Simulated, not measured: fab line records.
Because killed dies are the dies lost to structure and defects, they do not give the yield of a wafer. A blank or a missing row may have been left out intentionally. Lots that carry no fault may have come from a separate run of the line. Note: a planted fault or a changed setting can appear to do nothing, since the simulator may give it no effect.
Which of the tools did it? / flow gf180mcu / 13 lots with 39 wafers sampled at 4 steps, on a route of 602 steps

## WHAT THE GAUGES SHOWED, per wafer
GF_V5_THK_MEAS_03. Usual: V5_CVD_02_THK gives 1449 nm (standard deviation 20).
lot=L982; measured=day 26 20:42; on=film metro-01; V5_CVD_02_THK (nm)=1399 1413 1420; flag=
lot=L983; measured=day 27 12:07; on=film metro-01; V5_CVD_02_THK (nm)=1431 1448 1461; flag=
lot=L984; measured=day 27 18:01; on=film metro-03; V5_CVD_02_THK (nm)=1460 1446 1467; flag=
lot=L985; measured=day 28 03:23; on=film metro-03; V5_CVD_02_THK (nm)=1436 1460 1478; flag=
lot=L986; measured=day 28 04:41; on=film metro-03; V5_CVD_02_THK (nm)=1450 1467 1478; flag=
lot=L987; measured=day 28 15:57; on=film metro-03; V5_CVD_02_THK (nm)=1421 1424 1443; flag=
lot=L988; measured=day 28 18:47; on=film metro-04; V5_CVD_02_THK (nm)=1460 1445 1463; flag=
lot=L990; measured=day 29 15:04; on=film metro-04; V5_CVD_02_THK (nm)=1432 1478 1460; flag=
lot=L991; measured=day 30 02:18; on=film metro-01; V5_CVD_02_THK (nm)=1466 1470 1460; flag=
lot=L992; measured=day 30 03:15; on=film metro-03; V5_CVD_02_THK (nm)=1445 1453 1436; flag=
lot=L993; measured=day 30 08:37; on=film metro-03; V5_CVD_02_THK (nm)=1427 1449 1473; flag=
lot=L100; measured=day 32 04:08; on=film metro-04; V5_CVD_02_THK (nm)=1454 1473 1441; flag=
lot=L103; measured=day 32 20:09; on=film metro-03; V5_CVD_02_THK (nm)=1413 1433 1452; flag=

GF_V5_RS_MEAS_24: measurement is done with a four-point probe. Usual: V5_W_RS gives 0.330 ohm/sq (standard deviation 0.0054).
lot=L982; measured=day 27 18:38; on=film metro-03; V5_W_RS (ohm/sq)=0.332 0.330 0.329; flag=
lot=L983; measured=day 28 10:10; on=film metro-03; V5_W_RS (ohm/sq)=0.323 0.332 0.322; flag=
lot=L984; measured=day 28 14:37; on=film metro-01; V5_W_RS (ohm/sq)=0.326 0.336 0.324; flag=
lot=L985; measured=day 28 23:15; on=film metro-01; V5_W_RS (ohm/sq)=0.330 0.327 0.323; flag=
lot=L986; measured=day 29 01:14; on=film metro-01; V5_W_RS (ohm/sq)=0.322 0.329 0.320; flag=
lot=L987; measured=day 29 12:43; on=film metro-04; V5_W_RS (ohm/sq)=0.336 0.332 0.327; flag=
lot=L988; measured=day 29 15:17; on=film metro-04; V5_W_RS (ohm/sq)=0.332 0.332 0.327; flag=
lot=L990; measured=day 30 10:44; on=film metro-01; V5_W_RS (ohm/sq)=0.330 0.339 0.332; flag=
lot=L991; measured=day 30 22:01; on=film metro-04; V5_W_RS (ohm/sq)=0.329 0.339 0.326; flag=
lot=L992; measured=day 30 22:23; on=film metro-01; V5_W_RS (ohm/sq)=0.328 0.319 0.322; flag=
lot=L993; measured=day 31 04:07; on=film metro-03; V5_W_RS (ohm/sq)=0.326 0.324 0.333; flag=
lot=L100; measured=day 32 22:08; on=film metro-01; V5_W_RS (ohm/sq)=0.333 0.322 0.324; flag=
lot=L103; measured=day 33 13:23; on=film metro-03; V5_W_RS (ohm/sq)=0.332 0.327 0.334; flag=

GF_PASSIVATION_BOW_MEAS_14. Usual: PASSIVATION_BOW gives 139 um (standard deviation 11).
lot=L982; measured=day 29 14:43; on=film metro-01; PASSIVATION_BOW (um)=131 140 130; flag=
lot=L983; measured=day 30 03:11; on=film metro-04; PASSIVATION_BOW (um)=138 144 135; flag=
lot=L984; measured=day 30 08:38; on=film metro-01; PASSIVATION_BOW (um)=152 150 151; flag=
lot=L985; measured=day 30 16:21; on=film metro-01; PASSIVATION_BOW (um)=141 146 139; flag=
lot=L986; measured=day 30 18:16; on=film metro-04; PASSIVATION_BOW (um)=138 138 146; flag=
lot=L987; measured=day 31 05:22; on=film metro-01; PASSIVATION_BOW (um)=126 121 128; flag=
lot=L988; measured=day 31 07:52; on=film metro-02; PASSIVATION_BOW (um)=130 123 120; flag=
lot=L990; measured=day 32 01:46; on=film metro-01; PASSIVATION_BOW (um)=152 142 142; flag=
lot=L991; measured=day 32 10:49; on=film metro-02; PASSIVATION_BOW (um)=143 139 145; flag=
lot=L992; measured=day 32 11:24; on=film metro-02; PASSIVATION_BOW (um)=133 131 139; flag=
lot=L993; measured=day 32 17:30; on=film metro-02; PASSIVATION_BOW (um)=123 132 124; flag=
lot=L100; measured=day 34 08:09; on=film metro-02; PASSIVATION_BOW (um)=123 130 126; flag=
lot=L103; measured=day 34 22:49; on=film metro-04; PASSIVATION_BOW (um)=130 143 138; flag=

## EACH LOT AND THE TOOL THAT RAN IT (in order: tool; ch and the chambers of the sampled wafers; start)
lot=L982; GF_V2_CVD_23=cvd w-01 ch 0,1, day 21 01:08
lot=L983; GF_V2_CVD_23=cvd w-01 ch 0,1, day 21 17:19
lot=L984; GF_V2_CVD_23=cvd w-02 ch 0,1, day 21 23:19
lot=L985; GF_V2_CVD_23=cvd w-01 ch 0, day 22 10:02
lot=L986; GF_V2_CVD_23=cvd w-02 ch 0,1, day 22 15:48
lot=L987; GF_V2_CVD_23=cvd w-02 ch 0,1, day 22 23:55
lot=L988; GF_V2_CVD_23=cvd w-02 ch 0, day 23 05:39
lot=L990; GF_V2_CVD_23=cvd w-01 ch 1, day 24 02:19
lot=L991; GF_V2_CVD_23=cvd w-02 ch 0,1, day 24 17:02
lot=L992; GF_V2_CVD_23=cvd w-01 ch 0,1, day 24 17:41
lot=L993; GF_V2_CVD_23=cvd w-01 ch 0,1, day 25 00:52
lot=L100; GF_V2_CVD_23=cvd w-01 ch 0,1, day 27 04:34
lot=L103; GF_V2_CVD_23=cvd w-02 ch 0,1, day 27 23:22
- GF_V2_CVD_23: deposits W, target thk 350 nm, time 104.94 s.

## AS READ BY THE TOOLS THEMSELVES (means over the sampled wafers that have a number; for cases with no such wafer, the mark the record gives instead)
GF_V2_CVD_23. Usual: chamber pressure Torr 39.99 Torr, standard deviation 0.079; heater power w 870 W, standard deviation 49.
lot=L982; tool=cvd w-01; chamber pressure Torr (Torr)=40.03; heater power w (W)=891; flag=
lot=L983; tool=cvd w-01; chamber pressure Torr (Torr)=40.00; heater power w (W)=900; flag=
lot=L984; tool=cvd w-02; chamber pressure Torr (Torr)=39.88; heater power w (W)=858; flag=
lot=L985; tool=cvd w-01; chamber pressure Torr (Torr)=40.07; heater power w (W)=813; flag=
lot=L986; tool=cvd w-02; chamber pressure Torr (Torr)=40.05; heater power w (W)=866; flag=
lot=L987; tool=cvd w-02; chamber pressure Torr (Torr)=39.94; heater power w (W)=837; flag=
lot=L988; tool=cvd w-02; chamber pressure Torr (Torr)=40.09; heater power w (W)=867; flag=
lot=L990; tool=cvd w-01; chamber pressure Torr (Torr)=39.96; heater power w (W)=948; flag=
lot=L991; tool=cvd w-02; chamber pressure Torr (Torr)=40.00; heater power w (W)=859; flag=
lot=L992; tool=cvd w-01; chamber pressure Torr (Torr)=40.03; heater power w (W)=905; flag=
lot=L993; tool=cvd w-01; chamber pressure Torr (Torr)=39.92; heater power w (W)=912; flag=
lot=L100; tool=cvd w-01; chamber pressure Torr (Torr)=39.96; heater power w (W)=872; flag=
lot=L103; tool=cvd w-02; chamber pressure Torr (Torr)=40.04; heater power w (W)=850; flag=

## THE ANSWER, worked out from the rows above alone
Rule: a lot counts as off when the mean over its wafers that have a number is more than 3 standard deviations away from the usual mean. A lot without any number at a reading at which 4 lots or more have one is off too. All remaining lots with rows at the step are treated as sound. After the gauges, taken in route order, come the tools' own readings; for these a lot's mean is taken, as printed above. At the first step where some lot is off, the reading lying furthest off is the one used; lots without a number count as furthest.
Nothing can be told from this: no lot is off at any reading shown.

## WHAT WAS PUT IN BY THE SIMULATOR
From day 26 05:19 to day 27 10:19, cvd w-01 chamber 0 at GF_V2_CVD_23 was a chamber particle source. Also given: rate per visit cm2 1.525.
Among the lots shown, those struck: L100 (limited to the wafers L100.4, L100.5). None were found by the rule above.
